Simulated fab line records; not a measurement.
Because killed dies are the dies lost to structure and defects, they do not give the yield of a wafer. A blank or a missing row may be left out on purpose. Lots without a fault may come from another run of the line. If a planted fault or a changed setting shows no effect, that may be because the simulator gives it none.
2 desks looking at one fault + flow sky130 + only its own numbers are on each desk; what lay behind them is given at the end

== FROM THE METROLOGY DESK ==
What the gauges read for every lot (on any tool): the sampled wafers with a number, averaged. The brackets show how far a lot's mean lies from the usual mean; more than 4 standard deviations puts the lot out of limits, marked OUT.
Columns: A = CAPM_OVL at SKY_CAPM_OVL_MEAS_12, usual -0.3 nm; B = VIA4_W_RS at SKY_VIA4_RS_MEAS_19, usual 0.226 ohm/sq; C = VIA4_W_THK at SKY_VIA4_THK_MEAS_20, usual 499 nm
| lot  | first seen here | A    | B                | C   |
|------|-----------------|------|------------------|-----|
| L619 | day 37 05:36    | -1.5 | 0.225            | 502 |
| L618 | day 37 06:03    | 0.3  | 0.224            | 507 |
| L620 | day 38 20:57    | -0.9 | 0.224            | 507 |
| L622 | day 42 00:34    | 0.7  | 0.226            | 506 |
| L628 | day 42 04:06    | 0.3  | 0.252 (+7.4) OUT | 462 |
| L630 | day 42 06:14    | 0.2  | 0.225            | 495 |
| L633 | day 42 10:10    | 1.0  | 0.225            | 497 |
| L634 | day 42 10:27    | -0.9 | 0.225            | 496 |
| L637 | day 42 19:40    | -1.0 | 0.224            | 500 |
| L638 | day 42 21:56    | -0.5 | 0.227            | 504 |
| L641 | day 43 23:52    | -2.3 | 0.229            | 499 |
This desk finds L628 out of limits, with the earliest case on L628 at day 46 23:32 (VIA4_W_RS at SKY_VIA4_RS_MEAS_19). L619, L618, L620, L622, L630, L633, L634, L637, L638, L641: within limits.

== DESK OF THE TOOL OWNER: cvd w-01 ==
The tool's own readings at SKY_VIA4_CVD_18 (deposits W, target thk 505 nm, time 152.14 s): means of the sampled wafers that have a number, for each lot that ran on this tool. The brackets show how far a lot's mean lies from the usual mean; more than 4 standard deviations puts the lot out of limits, marked OUT.
Columns: A = heater power w at SKY_VIA4_CVD_18, usual 781 W
| lot  | first seen here | A   |
|------|-----------------|-----|
| L619 | day 42 11:02    | 720 |
| L618 | day 42 13:29    | 722 |
| L628 | day 46 23:22    | 739 |
This desk's verdict: no lot among the 3 shows anything out of limits.

== TAKEN TOGETHER ==
At day 46 23:32 the metrology desk could have sounded an alarm, on L628.
The desk of the tool owner found nothing out of limits.
On record at the tool owner's desk: L628, within its limits.
Of the lots named, all ran SKY_VIA4_CVD_18 on cvd w-01.

== WHAT WAS PUT IN BY THE SIMULATOR ==
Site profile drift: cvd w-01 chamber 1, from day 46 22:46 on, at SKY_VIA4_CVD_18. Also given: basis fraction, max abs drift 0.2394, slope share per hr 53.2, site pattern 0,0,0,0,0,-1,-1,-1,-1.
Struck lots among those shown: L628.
Hours from the fault's start to each desk's first reading out of limits: the metrology desk, 1.
